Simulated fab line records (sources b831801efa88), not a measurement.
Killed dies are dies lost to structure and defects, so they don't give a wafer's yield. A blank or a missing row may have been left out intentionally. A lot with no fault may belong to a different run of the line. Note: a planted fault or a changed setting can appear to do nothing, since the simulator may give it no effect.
Problem report in the 8D (eight disciplines) form, filled by code / flow sky130 / the parts of the form that need people (team, actions taken, sign-off) are left out

1. THE PROBLEM
Mean VT_ADJUST_NCORE_TW at SKY_VT_ADJUST_NCORE_TW_MEAS_11: 230.3 over 6 wafers in 2 lots; fault-free wafers: 219.6, standard deviation 1.2. Relative to the usual mean, that is a shift of +8.9 standard deviations.
The first sign was on wafer L384.2 at day 11 06:59, on filmMetro-03. At this step, 36 wafers from 12 lots have a number in the record. Rule for "out" (also "out of limits"): further than 4 standard deviations from the usual mean. Any other wafer with a number is counted as sound.

2. WHAT THIS IS AND IS NOT
question=which readings at this step | is=VT_ADJUST_NCORE_TW | is not=-
question=which lots | is=L384, L385 | is not=L375, L376, L379, L381, L387, L394, L395, L396, L397, L398
question=which wafers of those lots | is=all that have a number | is not=-
question=read on which gauges | is=filmMetro-01, filmMetro-03 | is not=filmMetro-04
question=when | is=from day 11 06:59 | is not=up to then (12 sound wafers); but 18 sound wafers of L387, L394, L395, L396, L397, L398 came after

3. THE SUSPECTS, EACH WITH WHAT RULES IT OUT
Counting: a tool stays on the suspect list if, at a process step up to the reading, it processed all lots that are out and no sound lot following the first of them.
- the gauge at SKY_VT_ADJUST_NCORE_TW_MEAS_11: ruled out. The wafers that are out were read on 2 gauges (filmMetro-01, filmMetro-03).
- implanter-02 at SKY_VT_ADJUST_NCORE_IMPLANT_09: ruled out as a lasting fault. Following L384 (day 11 06:45), the first lot on it that is out, the sound lots L397 were run on it.
Left after counting: nothing in the record.

4. THE CAUSE (what the simulator had put in)
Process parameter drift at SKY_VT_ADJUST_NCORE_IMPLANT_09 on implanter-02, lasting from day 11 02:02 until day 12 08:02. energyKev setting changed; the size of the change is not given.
Counting ruled it out, wrongly: the rule takes a fault to strike every lot that its tool runs from its start on, and this one did not.

5. THE CHAIN OF EFFECTS, in route order
Each row: a reading whose mean over the struck wafers that have a number lies more than 3 standard deviations from the usual. Scope: only readings with a usual standard deviation given in the record; hours: median across lots of the time from each lot's start at the first step in this table that gives one to its start at this step; sigmas: change in usual standard deviations.
hours=0; step=SKY_VT_ADJUST_NCORE_IMPLANT_09; reading=beamEnergyKeV; usual=9.999; on struck wafers=12.404; change=+2.405; sigmas=+99 or more
hours=0; step=SKY_VT_ADJUST_NCORE_TW_MEAS_11; reading=VT_ADJUST_NCORE_TW; usual=219.6; on struck wafers=230.3; change=+10.7; sigmas=+8.9
Its process steps:
- SKY_VT_ADJUST_NCORE_IMPLANT_09

6. WHAT WOULD HAVE CAUGHT IT SOONER
The first out-of-limits reading at a measuring or inspecting step in this record came at day 11 06:59, 5 hours after the fault's start at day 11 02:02.
The tool's own readings at SKY_VT_ADJUST_NCORE_IMPLANT_09 were out on every struck wafer that the step has a row for (beamEnergyKeV): an alarm limit on them would have fired on the first of those.
